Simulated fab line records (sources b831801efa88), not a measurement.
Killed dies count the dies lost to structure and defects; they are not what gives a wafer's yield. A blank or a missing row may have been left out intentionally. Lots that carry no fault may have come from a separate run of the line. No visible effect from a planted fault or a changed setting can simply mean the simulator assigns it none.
The tool behind it: which one?	flow sky130	Sampling: 24 lots, 72 wafers, 5 of 708 route steps

WHAT THE GAUGES SHOWED, per wafer
SKY_FIELD_ISO_BOW_MEAS_00. Usual: INCOMING_BOW typically reads -1 um, with standard deviation 6.6.
lot	measured	on	INCOMING_BOW (um)	flag
L074	day 1 10:00	film-metro-01	4 6 -4	
L075	day 1 15:01	film-metro-03	0 4 0	
L076	day 1 20:00	film-metro-04	-8 4 -2	
L077	day 2 01:00	film-metro-01	3 0 5	
L078	day 2 06:00	film-metro-03	0 -4 6	
L079	day 2 11:01	film-metro-04	-4 6 -5	
L080	day 2 16:00	film-metro-03	14 1 5	
L081	day 2 21:01	film-metro-01	-11 2 6	
L082	day 3 02:01	film-metro-03	0 2 10	
L083	day 3 07:00	film-metro-03	-2 -10 -8	
L084	day 3 12:00	film-metro-04	-8 4 4	
L085	day 3 17:02	film-metro-01	-13 -8 -10	
L086	day 3 22:00	film-metro-01	-2 -6 3	
L087	day 4 03:00	film-metro-01	-1 -16 4	
L088	day 4 08:04	film-metro-03	13 8 -7	
L089	day 4 13:01	film-metro-03	-2 16 -10	
L090	day 4 18:01	film-metro-04	-8 -13 1	
L091	day 4 23:02	film-metro-03	-6 2 0	
L092	day 5 04:00	film-metro-04	4 -6 -2	
L093	day 5 09:02	film-metro-03	-6 -6 3	
L094	day 5 14:00	film-metro-04	2 -3 3	
L095	day 5 19:00	film-metro-03	-1 6 3	
L096	day 6 00:01	film-metro-04	-7 11 9	
L097	day 6 05:01	film-metro-03	-6 0 11	

SKY_DNWELL_TW_MEAS_09. Usual: DNWELL_TW typically reads 1106, with standard deviation 12.
lot	measured	on	DNWELL_TW	flag
L074	day 3 03:27	film-metro-04	1092 1096 1093	
L075	day 3 12:53	film-metro-04	1091 1093 1099	
L076	day 3 16:23	film-metro-04	1102 1101 1104	
L077	day 3 20:08	film-metro-04	1097 1094 1093	
L078	day 4 01:25	film-metro-02	1122 1127 1122	
L079	day 4 08:32	film-metro-01	1102 1100 1102	
L080	day 4 15:56	film-metro-01	1101 1102 1104	
L081	day 4 17:07	film-metro-02	1120 1120 1119	
L082	day 5 00:01	film-metro-01	1115 1112 1111	
L083	day 5 04:11	film-metro-01	1100 1104 1103	
L084	day 5 10:09	film-metro-01	1107 1106 1107	
L085	day 5 14:19	film-metro-02	1105 1117 1110	
L086	day 5 21:13	film-metro-02	1122 1119 1122	
L087	day 6 01:26	film-metro-02	1114 1122 1124	
L088	day 6 07:13	film-metro-02	1121 1125 1123	
L089	day 6 13:22	film-metro-01	1097 1095 1102	
L090	day 6 18:14	film-metro-01	1105 1102 1106	
L091	day 7 04:53	film-metro-02	1104 1112 1110	
L092	day 7 10:38	film-metro-04	1093 1092 1091	
L093	day 7 18:09	film-metro-01	1107 1110 1101	
L094	day 7 23:47	film-metro-01	1101 1098 1101	
L095	day 7 23:57	film-metro-04	1080 1084 1080	
L096	day 8 04:14	film-metro-02	1121 1123 1117	
L097	day 8 13:23	film-metro-04	1100 1102 1098	

SKY_CONTACT_OVL_MEAS_15. Usual: CONTACT_OVL typically reads -2 nm, with standard deviation 4.6.
lot	measured	on	CONTACT_OVL (nm)	flag
L074	day 31 10:55	overlay-02	-11 -12 -5	
L075	day 31 19:25	overlay-01	-6 -4 0	
L076	day 32 11:41	overlay-02	-1 -4 -4	
L077	day 32 15:37	overlay-02	1 -9 3	
L078	day 33 08:57	overlay-02	-2 -10 -6	
L079	day 33 10:39	overlay-02	-1 2 -4	
L080	day 33 17:46	overlay-01	-5 -9 -5	
L081	day 33 20:09	overlay-02	0 2 2	
L082	day 34 03:48	overlay-02	-2 -10 -1	
L083	day 34 09:22	overlay-01	0 -9 -10	
L084	day 34 14:06	overlay-01	-6 -2 3	
L085	day 35 01:54	overlay-01	-5 -3 -2	
L086	day 35 07:13	overlay-02	3 2 -1	
L087	day 35 13:02	overlay-02	-7 -4 0	
L088	day 35 23:26	overlay-01	1 -12 -7	
L089	day 36 04:55	overlay-02	-1 0 -1	
L090	day 37 04:01	overlay-01	0 8 1	
L091	day 37 18:51	overlay-02	2 -4 5	
L092	day 37 16:37	overlay-01	5 4 1	
L093	day 38 00:54	overlay-01	-2 -10 -4	
L094	day 37 21:59	overlay-01	1 2 -7	
L095	day 38 04:32	overlay-01	-8 -9 -3	
L096	day 38 09:11	overlay-02	3 0 6	
L097	day 38 19:58	overlay-01	1 -2 -4	

SKY_CONTACT_RS_MEAS_25: a four-point-probe measurement. Usual: CONTACT_W_RS typically reads 0.338 ohm/sq, with standard deviation 0.0046.
lot	measured	on	CONTACT_W_RS (ohm/sq)	flag
L074	day 31 11:54	film-metro-03	0.343 0.335 0.335	
L075	day 31 20:23	film-metro-01	0.338 0.337 0.337	
L076	day 32 12:37	film-metro-01	0.331 0.327 0.332	
L077	day 32 16:33	film-metro-04	0.337 0.337 0.341	
L078	day 33 09:53	film-metro-04	0.346 0.338 0.348	
L079	day 33 11:38	film-metro-01	0.338 0.338 0.338	
L080	day 33 18:43	film-metro-03	0.330 0.328 0.333	
L081	day 33 21:07	film-metro-04	0.337 0.339 0.341	
L082	day 34 04:45	film-metro-03	0.337 0.338 0.343	
L083	day 34 10:18	film-metro-01	0.333 0.339 0.345	
L084	day 34 15:05	film-metro-04	0.343 0.339 0.337	
L085	day 35 02:52	film-metro-01	0.347 0.334 0.334	
L086	day 35 08:09	film-metro-04	0.344 0.345 0.345	
L087	day 35 13:58	film-metro-03	0.340 0.346 0.340	
L088	day 36 00:33	film-metro-04	0.339 0.336 0.337	
L089	day 36 05:53	film-metro-01	0.330 0.336 0.335	
L090	day 37 04:58	film-metro-01	0.337 0.334 0.340	
L091	day 37 19:49	film-metro-03	0.338 0.337 0.335	
L092	day 37 17:34	film-metro-03	0.329 0.333 0.329	
L093	day 38 01:52	film-metro-01	0.344 0.342 0.339	
L094	day 37 22:57	film-metro-03	0.338 0.343 0.336	
L095	day 38 05:29	film-metro-01	0.338 0.349 0.347	
L096	day 38 10:10	film-metro-04	0.341 0.341 0.346	
L097	day 38 20:56	film-metro-01	0.334 0.333 0.333	

EACH LOT AND THE TOOL THAT RAN IT (in order: tool; ch and the chambers of the sampled wafers; start)
lot	SKY_CONTACT_ETCH_17
L074	rie-diel-02 ch 0,1,3, day 31 10:59
L075	rie-diel-01 ch 1,2,3, day 31 19:29
L076	rie-diel-01 ch 0,1,2, day 32 11:46
L077	rie-diel-03 ch 1,2,3, day 32 15:42
L078	rie-diel-02 ch 0,1,3, day 33 09:02
L079	rie-diel-02 ch 0,1,3, day 33 10:44
L080	rie-diel-01 ch 0,1, day 33 17:50
L081	rie-diel-01 ch 0,1,3, day 33 20:14
L082	rie-diel-02 ch 2,3, day 34 03:53
L083	rie-diel-03 ch 0,1,3, day 34 09:26
L084	rie-diel-03 ch 0,1,2, day 34 14:11
L085	rie-diel-01 ch 0,1, day 35 01:58
L086	rie-diel-02 ch 1,2,3, day 35 07:17
L087	rie-diel-03 ch 1,2,3, day 35 13:07
L088	rie-diel-03 ch 0,1,2, day 35 23:29
L089	rie-diel-03 ch 0,2,3, day 36 04:59
L090	rie-diel-01 ch 1,2,3, day 37 04:05
L091	rie-diel-01 ch 1,2, day 37 18:55
L092	rie-diel-03 ch 1,2,3, day 37 16:41
L093	rie-diel-01 ch 0,3, day 38 00:58
L094	rie-diel-03 ch 1,2,3, day 37 22:04
L095	rie-diel-02 ch 1,2,3, day 38 04:37
L096	rie-diel-03 ch 0,3, day 38 09:16
L097	rie-diel-02 ch 0,1,2, day 38 20:02
- SKY_CONTACT_ETCH_17: etches SiO2 in C4F8/O2/Ar, stops on Si3N4, target depth 340 nm.

WHAT THE TOOLS THEMSELVES READ (means of the sampled wafers that have a number; where no wafer has one, the mark that the record gives instead)
SKY_CONTACT_ETCH_17. Usual: oes-product-au reads 0.891 a.u. (standard deviation 0.004).
lot	tool	oes-product-au (a.u.)	flag
L074	rie-diel-02	0.896	
L075	rie-diel-01	0.895	
L076	rie-diel-01	0.891	
L077	rie-diel-03	0.891	
L078	rie-diel-02	0.885	
L079	rie-diel-02	0.891	
L080	rie-diel-01	0.891	
L081	rie-diel-01	0.894	
L082	rie-diel-02	0.892	
L083	rie-diel-03	0.892	
L084	rie-diel-03	0.889	
L085	rie-diel-01	0.890	
L086	rie-diel-02	0.890	
L087	rie-diel-03	0.894	
L088	rie-diel-03	0.888	
L089	rie-diel-03	0.887	
L090	rie-diel-01	0.894	
L091	rie-diel-01	0.894	
L092	rie-diel-03	0.890	
L093	rie-diel-01	0.891	
L094	rie-diel-03	0.888	
L095	rie-diel-02	0.894	
L096	rie-diel-03	0.890	
L097	rie-diel-02	0.887	

THE ANSWER, worked out from the rows above alone
Rule: take the mean of a lot's wafers that have a number; if it is more than 3 standard deviations from the usual mean, the lot is off. A lot without any number at a reading at which 4 lots or more have one is off too. Any other lot the step has rows for is counted as sound. First the gauges in route order, then the tools' own readings, where a lot's mean is used as printed above. The first step at which some lot is off is used, and at that step the reading that is off furthest; a lot without a number counts as furthest.
Across all readings shown, no lot is off: no conclusion can be drawn from this.

WHAT THE SIMULATOR HAD INSERTED
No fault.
